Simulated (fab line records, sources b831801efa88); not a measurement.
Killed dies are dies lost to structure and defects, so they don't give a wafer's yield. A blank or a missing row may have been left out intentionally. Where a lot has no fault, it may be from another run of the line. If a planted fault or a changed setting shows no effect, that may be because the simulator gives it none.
Which tool was responsible? :: flow sky130 :: 11 lots, 33 wafers sampled, at 1 step of a route of 708

== WHAT THE GAUGES SHOWED, per wafer ==
SKY_CAPM_OVL_MEAS_12.
lot: L245
measured: day 37 18:41
on: overlay-01
CAPM_OVL (nm): 0.2 -0.1 -0.7

lot: L246
measured: day 38 04:43
on: overlay-01
CAPM_OVL (nm): 0.7 0.6 2.6

lot: L248
measured: day 38 23:04
on: overlay-02
CAPM_OVL (nm): -1.2 -0.7 -1.4

lot: L249
measured: day 39 00:02
on: overlay-02
CAPM_OVL (nm): -0.2 -1.6 -1.1

lot: L253
measured: day 40 00:11
on: overlay-01
CAPM_OVL (nm): 0.0 0.3 0.4

lot: L258
measured: day 41 08:14
on: overlay-02
CAPM_OVL (nm): -0.7 0.7 -0.6

lot: L259
measured: day 42 00:58
on: overlay-01
CAPM_OVL (nm): -1.3 -1.4 -0.4

lot: L261
measured: day 42 16:13
on: overlay-01
CAPM_OVL (nm): -0.3 0.1 -1.9

lot: L262
measured: day 42 21:28
on: overlay-02
CAPM_OVL (nm): -0.7 -0.8 0.8

lot: L264
measured: day 43 01:07
on: overlay-02
CAPM_OVL (nm): 0.3 -0.3 -0.2

lot: L266
measured: day 43 22:53
on: overlay-01
CAPM_OVL (nm): -0.7 0.6 0.0

== EACH LOT AND THE TOOL THAT RAN IT (in order: tool; ch and the chambers of the sampled wafers; start) ==
The record holds no process step before these readings.

== THE ANSWER, worked out from the rows above alone ==
Rule: the lots themselves supply what counts as usual. Put in order of their means at a reading, lots are off if they are a third of the lots or fewer, leave a main group of 4 or more, and stand apart from it by a gap of 3 or more times the standard deviation of the main group's means; of several such gaps the widest counts. A main group is skipped when, at the precision printed for the reading in the tables above, its means are all equal. Also off: a lot with no number at a reading for which 4 or more lots have one. The other lots that the step has rows for count as sound.
No lot is off on any of the readings shown, so nothing can be concluded from this.

== WHAT THE SIMULATOR HAD INSERTED ==
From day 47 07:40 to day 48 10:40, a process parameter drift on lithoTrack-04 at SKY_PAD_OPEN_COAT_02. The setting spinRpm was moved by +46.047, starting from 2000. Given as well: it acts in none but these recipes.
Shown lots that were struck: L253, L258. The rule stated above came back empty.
